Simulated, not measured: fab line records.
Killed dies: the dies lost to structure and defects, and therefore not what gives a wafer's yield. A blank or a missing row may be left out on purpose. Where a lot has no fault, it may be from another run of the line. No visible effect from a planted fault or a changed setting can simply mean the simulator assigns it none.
Comparing a struck lot with a sound one / flow gf180mcu / 14 out of 602 route steps
Sound: the wafers L559.2, L559.4, L559.6. Wafers struck: L569.1, L569.2, L569.3. The cause comes at the end.
Per side, at each step with rows, come the tool, then ch with its chambers, and then its first start. Under that, the readings that differ: sound wafers / struck wafers / difference of the means / sigmas: that difference in standard deviations of wafers without a fault.
alike: a reading whose means differ by less than 2 such deviations, as well as words and numbers matching on both sides. not compared: withheld readings; readings where some wafer has no value; bounds like >300 that might hide an equal value; numbers whose values overlap and for which the record gives no deviation.
A row with sigmas, a row that says differs or no value, or rows on one side alone: a step with any of these is where the two part. Non-overlapping numbers with no deviation appear without sigmas and do not part them. Lack of a reading on every wafer of one side parts them only where that side has two or more wafers.

first, 1 step without rows for these wafers: GF_MVPSD_DEVELOP_06 (develop time 60 s).
GF_MVPSD_OVL_MEAS_07:
  sound: overlay-01 at day 7 16:51; struck: overlay-02 at day 10 08:25
  alike: MVPSD_OVL
then, 2 steps without rows for these wafers: GF_MVPSD_IMPLANT_08; GF_MVPSD_IMPLANT_09.
GF_MVPSD_STRIP_10: strips in O2/N2.
  sound on plasma_asher-03 ch 0,1, day 7 17:11; struck on plasma_asher-02 ch 0,1, day 10 08:45
reading=strip_time_to_endpoint_s (s); sound=37.11 37.08 37.00; struck=36.76 36.72 36.83; difference=-0.29; sigmas=-3
  alike: drypump_motor_current_A, heater_power_w, oes_product_au
  not compared: rf_hours_counter_h
GF_MVPSD_TW_MEAS_11:
  sound: film_metro-01 at day 7 17:17; struck: film_metro-01 at day 10 08:51
  alike: MVPSD_TW
then, 6 steps without rows for these wafers: GF_VT_IMPLANT_DEHYDRATE_00 (time 60 s); GF_VT_IMPLANT_HMDS_01 (prime time 60 s); GF_VT_IMPLANT_COAT_02 (resist thk 1000 nm); GF_VT_IMPLANT_SOFTBAKE_03 (time 60 s); GF_VT_IMPLANT_EXPOSE_04 (exposes mask LVPWELL LV AREA, target cd 600 nm); GF_VT_IMPLANT_PEB_05.
GF_VT_IMPLANT_DEVELOP_06: develop time 60 s.
  sound on litho_track-04 ch 0, day 8 08:16; struck on litho_track-04 ch 0, day 11 02:51
reading=developer_temp_C (C); sound=23.20 22.99 23.24; struck=22.07 22.14 22.10; difference=-1.04; sigmas=-9
GF_VT_IMPLANT_OVL_MEAS_07:
  sound: overlay-02 at day 8 08:24; struck: overlay-01 at day 11 03:00
  alike: VT_IMPLANT_OVL

== WHERE THEY PART ==
At GF_MVPSD_STRIP_10 first; at GF_VT_IMPLANT_DEVELOP_06 last (within this record only). Later steps at which nothing parts them and some readings are alike: GF_VT_IMPLANT_OVL_MEAS_07.

WHY: what the simulator had put in
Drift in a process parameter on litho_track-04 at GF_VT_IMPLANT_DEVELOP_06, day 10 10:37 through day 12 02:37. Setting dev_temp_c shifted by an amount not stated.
